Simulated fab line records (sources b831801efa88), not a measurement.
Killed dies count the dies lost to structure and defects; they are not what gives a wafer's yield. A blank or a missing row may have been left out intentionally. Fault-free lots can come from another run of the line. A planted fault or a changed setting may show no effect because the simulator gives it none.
fab line records + flow sky130
record:
- lots: 6
- wafers: 18
- last_day: 49
route steps=708 shown VIA4@645
lots that met no fault: from a run of the same line without faults
start_h: start of the lot's first displayed wafer, in hours after the record's first day + wait_h: hours since the lot's step before + " repeats the value in the row above + L1.1+2: a single row standing in for several wafers + - no value, or no start was given + * or withheld: withheld + < > ~ a bound
route shown NAME@n: names a module that has steps shown in the file, with the first one's number in the route + usual: mean and standard deviation over wafers with no fault + same: alike in all rows + chamber/n: place in a boat + sites: each site's reading + _std_site: how widely they spread, as a standard deviation + _edge_site: inner sites' mean taken away from outer sites' mean + radius_mm: for every site, how far away it sits from the centre of the wafer + mask NAME#n: copy n + behind: the most recent tool/chamber to have shaped the wafer + hold: why the lot went on hold/how many hours it stayed there/how the hold came to an end + device: transistor that didn't switch, given as n, p or np + end of line: at the end of the route, the tests of the same wafers + step lacking rows: just its recipe + killed: count of dies lost to structure and defects at first sort (not the wafer's yield) + map: a wafer's dies, marking killed ones x, the rest . and places with no die _
set.NAME: the setting that was run; set.NAME@STEP: the one run at that earlier step + model.NAME: the simulator's own value behind a step, which no gauge read
a table for each step, a row for each wafer; lots at some steps of the route
services: from which hour (start_h, from the record's first day; less than 0 if before it) a tool's chamber was out of use, for how many hours, and why
== steps ==
step: SKY_VIA4_COAT_06
recipe:
- resist: NOVOLAK
- spin_rpm: 3000
- resist_thk_nm: 1140
step: SKY_VIA4_SOFTBAKE_07
recipe:
- temp_c: 90
- time_s: 60
- resist: NOVOLAK
step: SKY_VIA4_EXPOSE_08
recipe:
- mask_id: VIM4
- na: 0.6
- source_shape: conventional
- sigma_outer: 0.6
- polarization: unpolarized
- target_cd_nm: 800
- dose_mj: 132
step: SKY_VIA4_PEB_09
recipe:
- temp_c: withheld
- time_s: *
- resist: NOVOLAK
step: SKY_VIA4_DEVELOP_10
recipe:
- resist: NOVOLAK
- developer: TMAH
- develop_time_s: 60
- dev_temp_c: 23
step: SKY_VIA4_OVL_MEAS_11
usual:
- VIA4_OVL: 0.1/1.5
| lot.wafer | tool       | chamber | start_h | wait_h | VIA4_OVL[nm] |
|-----------|------------|---------|---------|--------|--------------|
| L619.1    | overlay-02 | -       | 994.15  | 0.1    | 0.6          |
| L619.4    | "          | -       | "       | "      | 1.7          |
| L619.5    | "          | -       | "       | "      | 1.1          |
| L628.1    | overlay-01 | -       | 1102.60 | 0.1    | -0.5         |
| L628.5    | "          | -       | "       | "      | -0.8         |
| L628.6    | "          | -       | "       | "      | -0.2         |
| L626.2    | overlay-01 | -       | 1103.66 | 0.1    | -2.0         |
| L626.3    | "          | -       | "       | "      | -2.7         |
| L626.6    | "          | -       | "       | "      | -2.7         |
| L630.2    | overlay-01 | -       | 1104.76 | 0.1    | -0.3         |
| L630.5    | "          | -       | "       | "      | 1.5          |
| L630.6    | "          | -       | "       | "      | 1.9          |
| L633.3    | overlay-02 | -       | 1110.72 | 0.1    | -1.4         |
| L633.4    | "          | -       | "       | "      | -1.4         |
| L633.6    | "          | -       | "       | "      | -1.3         |
| L639.2    | overlay-01 | -       | 1119.81 | 0.1    | 1.0          |
| L639.3    | "          | -       | "       | "      | -1.9         |
| L639.6    | "          | -       | "       | "      | -2.9         |
step: SKY_VIA4_ETCH_12
recipe:
- target: SiO2
- chemistry: C4F8/O2/Ar
- stop_on: TiN
- mask_material: NOVOLAK
- source_w: 1500
- bias_w: 1200
- pressure_mtorr: 40
- c4f8_flow_sccm: withheld
- O2_flow_sccm: 6
- Ar_flow_sccm: 300
- time_s: withheld
- target_depth_a: 5800
usual:
- oes_product_au: 0.926/0.0045
| lot.wafer | tool        | chamber | start_h | wait_h | oes_product_au |
|-----------|-------------|---------|---------|--------|----------------|
| L619.1    | rie_diel-04 | 2       | 994.19  | 0.0    | 0.928          |
| L619.4    | "           | 1       | "       | "      | 0.923          |
| L619.5    | "           | 0       | "       | "      | 0.933          |
| L628.1    | rie_diel-01 | 2       | 1102.64 | 0.0    | 0.926          |
| L628.5    | "           | 1       | "       | "      | 0.935          |
| L628.6    | "           | 0       | "       | "      | 0.933          |
| L626.2    | rie_diel-01 | 3       | 1103.69 | 0.0    | 0.931          |
| L626.3    | "           | 0       | "       | "      | 0.919          |
| L626.6    | "           | 0       | "       | "      | 0.931          |
| L630.2    | rie_diel-03 | 3       | 1104.79 | 0.0    | 0.927          |
| L630.5    | "           | 3       | "       | "      | 0.926          |
| L630.6    | "           | 0       | "       | "      | 0.918          |
| L633.3    | rie_diel-03 | 3       | 1110.74 | 0.0    | 0.930          |
| L633.4    | "           | 0       | "       | "      | 0.925          |
| L633.6    | "           | 1       | "       | "      | 0.935          |
| L639.2    | rie_diel-01 | 3       | 1119.84 | 0.0    | 0.924          |
| L639.3    | "           | 0       | "       | "      | 0.915          |
| L639.6    | "           | 1       | "       | "      | 0.929          |
step: SKY_VIA4_STRIP_13
recipe:
- chemistry: O2/N2
- power_w: 1400
- pressure_mtorr: 1500
- platen_temp_c: withheld
- o2_flow_sccm: 3000
- n2_flow_sccm: 300
- overash_fraction: 0.5
usual:
- drypump_motor_current_A: 5.8/0.64
- oes_product_au: 0.709/0.0045
- strip_time_to_endpoint_s: 12.802/0.03
| lot.wafer | tool            | chamber | start_h | wait_h | drypump_motor_current_A | oes_product_au | rf_hours_counter_h | strip_time_to_endpoint_s |
|-----------|-----------------|---------|---------|--------|-------------------------|----------------|--------------------|--------------------------|
| L619.1    | plasma_asher-03 | 1       | 994.26  | -      | 4.9                     | 0.706          | 59                 | 12.829                   |
| L619.4    | "               | 0       | "       | "      | 5.8                     | 0.711          | -                  | 12.759                   |
| L619.5    | "               | 0       | "       | "      | 5.8                     | 0.710          | -                  | 12.832                   |
| L628.1    | plasma_asher-02 | 0       | 1102.71 | -      | 6.7                     | 0.713          | 4                  | 12.821                   |
| L628.5    | "               | 0       | "       | "      | 6.8                     | 0.704          | -                  | 12.861                   |
| L628.6    | "               | 1       | "       | "      | 5.3                     | 0.701          | -                  | 12.849                   |
| L626.2    | plasma_asher-02 | 0       | 1103.77 | -      | 6.7                     | 0.714          | 4                  | 12.787                   |
| L626.3    | "               | 1       | "       | "      | 5.4                     | 0.711          | -                  | 12.815                   |
| L626.6    | "               | 1       | "       | "      | 5.4                     | 0.713          | -                  | 12.834                   |
| L630.2    | plasma_asher-02 | 0       | 1104.87 | -      | 6.7                     | 0.713          | 4                  | 12.783                   |
| L630.5    | "               | 0       | "       | "      | 6.7                     | 0.712          | -                  | 12.788                   |
| L630.6    | "               | 1       | "       | "      | 5.4                     | 0.708          | -                  | 12.813                   |
| L633.3    | plasma_asher-01 | 1       | 1110.85 | -      | 5.6                     | 0.701          | -                  | 12.795                   |
| L633.4    | "               | 0       | "       | "      | 5.3                     | 0.715          | -                  | 12.806                   |
| L633.6    | "               | 0       | "       | "      | 5.3                     | 0.716          | -                  | 12.740                   |
| L639.2    | plasma_asher-02 | 0       | 1119.91 | -      | 6.7                     | 0.718          | 6                  | 12.795                   |
| L639.3    | "               | 0       | "       | "      | 6.7                     | 0.704          | -                  | 12.793                   |
| L639.6    | "               | 0       | "       | "      | 6.7                     | 0.705          | -                  | 12.796                   |
step: SKY_VIA4_STRIP_14
recipe:
- chemistry: post_etch_residue_remover
- time_s: 1200
- temp_c: 72.5
step: SKY_VIA4_CLEAN_15
recipe:
- chemistry: IPA
- time_s: 180
- temp_c: 25
step: SKY_VIA4_CLEAN_16
recipe:
- chemistry: O3/DIW
- dry: n2_spin
step: SKY_VIA4_SPUTTER_17
recipe:
- material: TiN
- target_thk_nm: 20
- chamber_pressure_pa: 5
- power_w: 4000
- time_s: 80
usual:
- throttle_valve_pct: 29.9/1.1
| lot.wafer | tool           | chamber | start_h | wait_h | throttle_valve_pct |
|-----------|----------------|---------|---------|--------|--------------------|
| L619.1    | pvd_sputter-01 | -       | 994.97  | 0.0    | 28.8               |
| L619.4    | "              | -       | "       | "      | 30.5               |
| L619.5    | "              | -       | "       | "      | 28.6               |
| L628.1    | pvd_sputter-02 | -       | 1103.31 | 0.0    | 29.2               |
| L628.5    | "              | -       | "       | "      | 30.8               |
| L628.6    | "              | -       | "       | "      | 30.9               |
| L626.2    | pvd_sputter-01 | -       | 1104.42 | 0.0    | 28.8               |
| L626.3    | "              | -       | "       | "      | 30.4               |
| L626.6    | "              | -       | "       | "      | 28.6               |
| L630.2    | pvd_sputter-01 | -       | 1105.54 | 0.0    | 30.6               |
| L630.5    | "              | -       | "       | "      | 28.6               |
| L630.6    | "              | -       | "       | "      | 28.7               |
| L633.3    | pvd_sputter-01 | -       | 1111.47 | 0.0    | 28.9               |
| L633.4    | "              | -       | "       | "      | 29.0               |
| L633.6    | "              | -       | "       | "      | 28.7               |
| L639.2    | pvd_sputter-03 | -       | 1120.61 | 0.0    | 31.5               |
| L639.3    | "              | -       | "       | "      | 29.8               |
| L639.6    | "              | -       | "       | "      | 31.1               |
step: SKY_VIA4_CVD_18
recipe:
- material: W
- target_thk_nm: 505
- time_s: 152.14
- temp_c: 400
- pressure_torr: 40
usual:
- heater_power_w: 781/61
| lot.wafer | tool     | chamber | start_h | wait_h | heater_power_w |
|-----------|----------|---------|---------|--------|----------------|
| L619.1    | cvd_w-01 | 1       | 995.03  | 0.0    | 755            |
| L619.4    | "        | 0       | "       | "      | 696            |
| L619.5    | "        | 1       | "       | "      | 740            |
| L628.1    | cvd_w-01 | 0       | 1103.37 | 0.0    | 675            |
| L628.5    | "        | 1       | "       | "      | 760            |
| L628.6    | "        | 0       | "       | "      | 694            |
| L626.2    | cvd_w-01 | 1       | 1104.48 | 0.0    | 760            |
| L626.3    | "        | 1       | "       | "      | 764            |
| L626.6    | "        | 1       | "       | "      | 777            |
| L630.2    | cvd_w-02 | 0       | 1105.60 | 0.0    | 744            |
| L630.5    | "        | 0       | "       | "      | 747            |
| L630.6    | "        | 1       | "       | "      | 861            |
| L633.3    | cvd_w-02 | 1       | 1111.58 | 0.1    | 853            |
| L633.4    | "        | 0       | "       | "      | 735            |
| L633.6    | "        | 1       | "       | "      | 882            |
| L639.2    | cvd_w-02 | 1       | 1120.67 | 0.0    | 837            |
| L639.3    | "        | 0       | "       | "      | 772            |
| L639.6    | "        | 0       | "       | "      | 749            |
step: SKY_VIA4_RS_MEAS_19
recipe:
- thk_meas_gauge: four-point-probe
- reads: W_of_VIA4_CVD_18+TiN_of_VIA4_SPUTTER_17
usual:
- VIA4_W_RS: 0.226/0.0035
| lot.wafer | tool          | chamber | start_h | wait_h | VIA4_W_RS[ohm/sq] |
|-----------|---------------|---------|---------|--------|-------------------|
| L619.1    | film_metro-02 | -       | 995.18  | 0.1    | 0.229             |
| L619.4    | "             | -       | "       | "      | 0.226             |
| L619.5    | "             | -       | "       | "      | 0.227             |
| L628.1    | film_metro-03 | -       | 1103.52 | 0.1    | 0.226             |
| L628.5    | "             | -       | "       | "      | 0.264             |
| L628.6    | "             | -       | "       | "      | 0.227             |
| L626.2    | film_metro-01 | -       | 1104.65 | 0.1    | 0.268             |
| L626.3    | "             | -       | "       | "      | 0.266             |
| L626.6    | "             | -       | "       | "      | 0.264             |
| L630.2    | film_metro-01 | -       | 1105.77 | 0.1    | 0.220             |
| L630.5    | "             | -       | "       | "      | 0.223             |
| L630.6    | "             | -       | "       | "      | 0.230             |
| L633.3    | film_metro-02 | -       | 1111.72 | 0.1    | 0.228             |
| L633.4    | "             | -       | "       | "      | 0.223             |
| L633.6    | "             | -       | "       | "      | 0.231             |
| L639.2    | film_metro-03 | -       | 1120.85 | 0.1    | 0.227             |
| L639.3    | "             | -       | "       | "      | 0.219             |
| L639.6    | "             | -       | "       | "      | 0.218             |
step: SKY_VIA4_THK_MEAS_20
recipe:
- thk_meas_gauge: xrf
- reads: W_of_VIA4_CVD_18
usual:
- VIA4_W_THK: 499/9.6
| lot.wafer | tool          | chamber | start_h | wait_h | VIA4_W_THK[nm] |
|-----------|---------------|---------|---------|--------|----------------|
| L619.1    | film_metro-02 | -       | 995.30  | 0.1    | 494            |
| L619.4    | "             | -       | "       | "      | 503            |
| L619.5    | "             | -       | "       | "      | 499            |
| L628.1    | film_metro-03 | -       | 1103.64 | 0.1    | 504            |
| L628.5    | "             | -       | "       | "      | 445            |
| L628.6    | "             | -       | "       | "      | 503            |
| L626.2    | film_metro-01 | -       | 1104.76 | 0.1    | 430            |
| L626.3    | "             | -       | "       | "      | 428            |
| L626.6    | "             | -       | "       | "      | 437            |
| L630.2    | film_metro-01 | -       | 1105.88 | 0.1    | 505            |
| L630.5    | "             | -       | "       | "      | 500            |
| L630.6    | "             | -       | "       | "      | 485            |
| L633.3    | film_metro-02 | -       | 1111.82 | 0.1    | 491            |
| L633.4    | "             | -       | "       | "      | 505            |
| L633.6    | "             | -       | "       | "      | 483            |
| L639.2    | film_metro-03 | -       | 1120.96 | 0.1    | 505            |
| L639.3    | "             | -       | "       | "      | 518            |
| L639.6    | "             | -       | "       | "      | 523            |
step: SKY_VIA4_CMP_21
recipe:
- stop_on: SiO2
- t_overpolish_s: 25
- down_force_psi: 3.5
- platen_rpm: 60
- target_thk_nm: 0
- pad_velocity_m_s: 0.94248
usual:
- motor_current_A: 11.0/1.1
- overpolish_run_s: 25.000/0.0091
- time_to_endpoint_s: 124/6
| lot.wafer | tool   | chamber | start_h | wait_h | motor_current_A | overpolish_run_s | time_to_endpoint_s |
|-----------|--------|---------|---------|--------|-----------------|------------------|--------------------|
| L619.1    | cmp-02 | 0       | 995.41  | 0.1    | 9.8             | 25.013           | 131                |
| L619.4    | "      | 1       | "       | "      | 10.1            | 25.003           | 121                |
| L619.5    | "      | 3       | "       | "      | 11.8            | 24.998           | 132                |
| L628.1    | cmp-02 | 2       | 1103.76 | 0.1    | 10.1            | 25.009           | 118                |
| L628.5    | "      | 1       | "       | "      | 9.9             | 25.009           | 116                |
| L628.6    | "      | 2       | "       | "      | 11.1            | 25.005           | 117                |
| L626.3    | cmp-01 | 2       | 1104.81 | 0.0    | 13.1            | 24.993           | 121                |
| L626.2    | "      | 3       | "       | "      | 10.1            | 24.993           | 123                |
| L626.6    | "      | 3       | "       | "      | 10.9            | 24.987           | 124                |
| L630.2    | cmp-01 | 2       | 1105.93 | 0.0    | 13.6            | 25.012           | 127                |
| L630.5    | "      | 2       | "       | "      | 12.8            | 24.997           | 123                |
| L630.6    | "      | 3       | "       | "      | 10.8            | 24.987           | 124                |
| L633.3    | cmp-01 | 1       | 1111.86 | 0.0    | 10.0            | 24.996           | 123                |
| L633.4    | "      | 3       | "       | "      | 10.6            | 24.993           | 125                |
| L633.6    | "      | 1       | "       | "      | 9.9             | 24.998           | 125                |
| L639.2    | cmp-01 | 0       | 1121.01 | 0.0    | 12.7            | 25.000           | 116                |
| L639.3    | "      | 1       | "       | "      | 9.8             | 25.006           | 121                |
| L639.6    | "      | 0       | "       | "      | 11.7            | 25.017           | 124                |
== services ==
| tool            | chamber | start_h | hours | kind   |
|-----------------|---------|---------|-------|--------|
| cmp-01          | -       | 971.82  | 1.0   | repair |
| rie_diel-01     | -       | 974.13  | 1.5   | repair |
| cmp-01          | -       | 975.98  | 3.0   | repair |
| plasma_asher-01 | -       | 978.56  | 2.8   | pm     |
| plasma_asher-03 | -       | 980.89  | 3.3   | repair |
| pvd_sputter-02  | -       | 982.26  | 3.6   | repair |
| rie_diel-03     | 2       | 988.33  | 1.7   | repair |
| pvd_sputter-03  | -       | 995.95  | 31.0  | repair |
| rie_diel-03     | 0       | 997.76  | 4.1   | repair |
| cvd_w-02        | -       | 1005.66 | 2.8   | pm     |
| cmp-02          | -       | 1008.72 | 4.3   | pm     |
| rie_diel-01     | 2       | 1021.52 | 14.5  | repair |
| cvd_w-01        | -       | 1028.83 | 0.9   | repair |
| cvd_w-01        | -       | 1029.77 | 28.1  | pm     |
| cmp-01          | -       | 1050.40 | 1.1   | repair |
| plasma_asher-02 | -       | 1055.25 | 9.0   | pm     |
| cvd_w-02        | 0       | 1059.97 | 10.6  | repair |
| cmp-01          | -       | 1062.40 | 1.6   | repair |
| cmp-01          | -       | 1063.49 | 0.7   | repair |
| cmp-02          | -       | 1070.42 | 0.4   | repair |
| cmp-02          | -       | 1084.04 | 4.0   | pm     |
| cvd_w-01        | 0       | 1089.97 | 2.4   | repair |
| cmp-01          | -       | 1093.63 | 1.4   | repair |
| pvd_sputter-01  | -       | 1116.66 | 6.5   | repair |
== key ==
first_sign:
- step: SKY_VIA4_RS_MEAS_19
- reading: VIA4_W_RS
- direction: up
- sigmas: 11
- usual: 0.226
- struck: 0.265
effect:
- step: SKY_VIA4_THK_MEAS_20
- reading: VIA4_W_THK
- direction: down
- sigmas: 6.6
- usual: 499
- struck: 435
met_at SKY_VIA4_CVD_18
struck_wafers L626.2,L626.3,L626.6,L628.5
onset_between 995.03 1103.37
fault:
- kind: site_profile_drift
- tool: cvd_w-01
- chamber: 1
- onset_h: 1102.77
- steps: SKY_VIA4_CVD_18
- basis: fraction
- max_abs_drift: 0.2394
- slope_share_per_hr: 53.2
- site_pattern: 0,0,0,0,0,-1,-1,-1,-1
